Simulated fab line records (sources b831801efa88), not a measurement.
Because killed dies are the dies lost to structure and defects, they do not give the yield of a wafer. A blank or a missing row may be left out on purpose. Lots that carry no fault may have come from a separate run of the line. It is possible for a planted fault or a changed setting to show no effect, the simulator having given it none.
A lot that was struck, set against a sound lot / flow sky130 / 18 out of 708 route steps
Sound: these wafers, L630.1, L630.4, L630.5. Struck: wafer L639.5 (left out: L639.4, L639.6 of the same lot, which were not struck); the cause appears at the end.
For every step that has rows: the tool of each side, followed by ch and its chambers, followed by its first start. Under that, the readings that differ: sound wafers / struck wafers / difference of the means / sigmas: that difference in standard deviations of wafers without a fault.
alike: words and numbers the same on both sides, and readings whose means are apart by under 2 such deviations; not compared: readings that were withheld, readings missing a value for some wafer, numbers with overlapping values and no deviation given by the record, and bounds like >300 which may hide the same value.
Wherever a step has rows on one side only, a row that says differs or no value, or a row with sigmas, the two part there. When numbers do not overlap yet have no deviation, they are printed without sigmas and do not part them. A reading that every wafer of one side lacks parts them only if that side has two wafers or more.

first, 3 steps without rows for these wafers: SKY_LI_CONTACT_EXPOSE_09 (exposes mask LICM1, target cd 170 nm); SKY_LI_CONTACT_PEB_10; SKY_LI_CONTACT_DEVELOP_11 (develop time 60 s).
SKY_LI_CONTACT_CD_MEAS_12: target cd 170 nm.
  sound on cd-sem-01, day 30 15:29; struck on cd-sem-02, day 34 00:30
  alike: cd-nm
SKY_LI_CONTACT_OVL_MEAS_13:
  sound on overlay-02, day 30 15:36; struck on overlay-01, day 34 00:34
  alike: LI_CONTACT_OVL
SKY_LI_CONTACT_ETCH_14: etches BARC in N2/H2, stops on SiO2, time 45.9 s, target depth 60 nm.
  sound on rie-diel-02 ch 2,3, day 30 15:38; struck on rie-diel-01 ch 3, day 34 00:37
reading=oes-product-au (a.u.); sound=0.852 0.853 0.850; struck=0.866; difference=+0.014; sigmas=+3
  alike: bias-w, drypump-motor-current-A, throttle-valve-pct
  not compared: rf-hours-counter-h
SKY_LI_CONTACT_ETCH_15: etches PSG in C4F8/O2/Ar, stops on Si, target depth 600 nm.
  sound on rie-diel-02 ch 2,3, day 30 15:41; struck on rie-diel-01 ch 3, day 34 00:41
reading=oes-product-au (a.u.); sound=0.836 0.840 0.828; struck=0.844; difference=+0.009; sigmas=+2
  alike: bias-w
SKY_LI_CONTACT_STRIP_16: strips in O2/N2.
  sound on plasma-asher-03 ch 1, day 30 15:46; struck on plasma-asher-02 ch 1, day 34 00:45
  alike: drypump-motor-current-A, oes-product-au, strip-time-to-endpoint-s
  not compared: rf-hours-counter-h
then, 3 steps without rows for these wafers: SKY_LI_CONTACT_CLEAN_17 (cleans in NMP, time 600 s); SKY_LI_CONTACT_PRE_CLEAN_18 (time 5.6 s); SKY_LI_CONTACT_SPUTTER_19 (material Ti, target thk 20 nm, time 106.37 s).
SKY_LI_CONTACT_SPUTTER_20: material TiN, target thk 20 nm, time 80 s.
  sound on pvd-sputter-04, day 30 16:08; struck on pvd-sputter-04, day 34 01:07
  alike: throttle-valve-pct
SKY_LI_CONTACT_CVD_21: deposits W, target thk 400 nm, time 120.56 s.
  sound on cvd-w-01 ch 1, day 30 16:12; struck on cvd-w-01 ch 0, day 34 01:13
reading=model.W_of_LI_CONTACT_CVD_21.thk-nm (nm); sound=397.5 402.1 402.1; struck=604.9; difference=+204.3; sigmas=
  alike: chamber-pressure-Torr, heater-power-w
SKY_LI_CONTACT_RS_MEAS_22: measurement is done with a four-point probe.
  sound on film-metro-01, day 30 16:20; struck on film-metro-01, day 34 01:21
reading=LI_CONTACT_W_RS (ohm/sq); sound=0.286 0.283 0.283; struck=0.188; difference=-0.096; sigmas=-30
SKY_LI_CONTACT_THK_MEAS_23: measures by xrf.
  sound on film-metro-01, day 30 16:27; struck on film-metro-01, day 34 01:26
reading=LI_CONTACT_W_THK (nm); sound=370 378 378; struck=526; difference=+151; sigmas=+19
SKY_LI_CONTACT_CMP_24: polishes, stops on PSG, t overpolish 20 s, target thk 0 nm.
  sound on cmp-01 ch 1,3, day 30 16:34; struck on cmp-01 ch 1, day 34 01:28
reading=time-to-endpoint-s (s); sound=98 99 102; struck=147; difference=+47; sigmas=+15
  alike: motor-current-A
SKY_LOCAL_INTERCONNECT_SPUTTER_00: material TiN, target thk 100 nm, time 81.98 s.
  sound on pvd-sputter-03, day 30 16:49; struck on pvd-sputter-03, day 34 01:46
  alike: throttle-valve-pct
after that, 1 step had no rows for these wafers: SKY_PAD_OPEN_PROBE_99.

== WHERE THEY PART ==
First at SKY_LI_CONTACT_ETCH_14; last, within this record, at SKY_LI_CONTACT_CMP_24. Later steps at which nothing parts them and some readings are alike: SKY_LOCAL_INTERCONNECT_SPUTTER_00.

WHY: what had been put in by the simulator
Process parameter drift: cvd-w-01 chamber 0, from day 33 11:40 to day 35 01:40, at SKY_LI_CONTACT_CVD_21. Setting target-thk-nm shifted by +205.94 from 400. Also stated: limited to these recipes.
